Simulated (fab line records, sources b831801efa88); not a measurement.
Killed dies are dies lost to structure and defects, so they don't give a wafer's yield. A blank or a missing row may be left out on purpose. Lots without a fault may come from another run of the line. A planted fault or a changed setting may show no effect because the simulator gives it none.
Which tool did it? | flow gf180mcu | 6 lots, 18 wafers sampled, at 1 step of a route of 602

WHAT THE GAUGES READ, wafer by wafer
GF_CONTACT_THK_MEAS_01.
lot  | measured     | on            | CONTACT_CVD_00_THK (nm)
L162 | day 16 03:45 | film_metro-04 | 300 298 302
L164 | day 16 23:29 | film_metro-01 | 299 298 301
L169 | day 18 18:43 | film_metro-03 | 297 296 300
L171 | day 19 14:44 | film_metro-03 | 303 302 298
L180 | day 22 15:11 | film_metro-04 | 303 301 302
L182 | day 23 07:52 | film_metro-03 | 302 300 299

WHICH TOOL RAN EACH LOT (tool, then ch and the chambers of the sampled wafers, then the start)
The record holds no process step before these readings.

THE ANSWER, worked out from the rows above alone
Rule: what is usual is taken from the lots themselves. Put in order of their means at a reading, lots are off if they are a third of the lots or fewer, leave a main group of 4 or more, and stand apart from it by a gap of 3 or more times the standard deviation of the main group's means; of several such gaps the widest counts. A main group whose means are all the same, to the digits that the tables above print for the reading, isn't used. A lot without any number at a reading at which 4 lots or more have one is off too. The other lots that the step has rows for count as sound.
No lot is off at any reading shown: from this, nothing can be told.

WHAT THE SIMULATOR HAD PUT IN
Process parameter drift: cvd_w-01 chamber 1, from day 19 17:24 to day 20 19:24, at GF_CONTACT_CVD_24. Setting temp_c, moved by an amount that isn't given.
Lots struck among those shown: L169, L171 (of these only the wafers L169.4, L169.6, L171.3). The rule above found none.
